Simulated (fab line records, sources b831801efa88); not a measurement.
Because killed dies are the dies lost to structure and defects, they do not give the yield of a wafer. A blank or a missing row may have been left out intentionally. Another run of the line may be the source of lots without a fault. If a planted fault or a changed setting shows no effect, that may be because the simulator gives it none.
A struck lot beside a sound one || flow sky130 || 14 out of 708 route steps
Sound: the wafers L597.1, L597.2, L597.5. Wafers L607.1, L607.4, L607.5 were the ones struck. The cause is given at the end.
Each step with rows lists, per side, the tool, then ch with its chambers, then its first start. Under that, the readings that differ: sound wafers || struck wafers || difference of the means || sigmas: that difference in standard deviations of wafers without a fault.
alike: a reading whose means differ by less than 2 such deviations, as well as words and numbers matching on both sides. not compared: withheld readings; readings where some wafer has no value; bounds like >300 that might hide an equal value; numbers whose values overlap and for which the record gives no deviation.
A row with sigmas, a row that says differs or no value, or rows on one side alone: a step with any of these is where the two part. Numbers that have no deviation but don't overlap get no sigmas and don't part them. A reading missing from all wafers of one side parts the sides only when that side holds two or more wafers.

SKY_VT_ADJUST_PCH_STRIP_09: strips in O2/N2.
  sound on plasma-asher-04 ch 0,1, day 10 18:53; struck on plasma-asher-02 ch 0,1, day 13 22:50
  alike: drypump-motor-current-A, oes-product-au, strip-time-to-endpoint-s
  not compared: rf-hours-counter-h
SKY_VT_ADJUST_PCH_TW_MEAS_10:
  struck on film-metro-04, day 13 22:56; sound on film-metro-01, day 10 18:59
  alike: VT_ADJUST_PCH_TW
then, 7 steps without rows for these wafers: SKY_SONOS_TUNNEL_DEHYDRATE_00 (time 60 s); SKY_SONOS_TUNNEL_HMDS_01 (prime time 60 s); SKY_SONOS_TUNNEL_COAT_02 (resist thk 1140 nm); SKY_SONOS_TUNNEL_SOFTBAKE_03 (time 60 s); SKY_SONOS_TUNNEL_EXPOSE_04 (exposes mask TUNM, target cd 410 nm); SKY_SONOS_TUNNEL_PEB_05; SKY_SONOS_TUNNEL_DEVELOP_06 (develop time 60 s).
SKY_SONOS_TUNNEL_CD_MEAS_07: target cd 410 nm.
  struck on cd-sem-01, day 15 01:48; sound on cd-sem-01, day 11 17:51
  alike: cd-nm
SKY_SONOS_TUNNEL_OVL_MEAS_08:
  struck on overlay-01, day 15 01:55; sound on overlay-01, day 11 17:58
  alike: SONOS_TUNNEL_OVL
after that, 1 step had no rows for these wafers: SKY_SONOS_TUNNEL_IMPLANT_09.
SKY_SONOS_TUNNEL_WET_ETCH_10: etches SiO2 in dHF, target depth 14 nm, time 280 s.
  sound on wet-bench-02 ch 1, day 11 18:10; struck on wet-bench-03 ch 2, day 15 02:07
{"reading": "run-length-s (s)", "sound": "314 314 314", "struck": "127 127 127", "difference": -187, "sigmas": -51}
then, 1 step without rows for these wafers: SKY_SONOS_TUNNEL_STRIP_11 (strips in SPM, time 600 s).

WHERE THEY PART
Only at SKY_SONOS_TUNNEL_WET_ETCH_10, within this record.

WHY: what had been put in by the simulator
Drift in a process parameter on wet-bench-03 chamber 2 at SKY_SONOS_TUNNEL_WET_ETCH_10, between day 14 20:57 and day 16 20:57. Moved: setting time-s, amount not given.
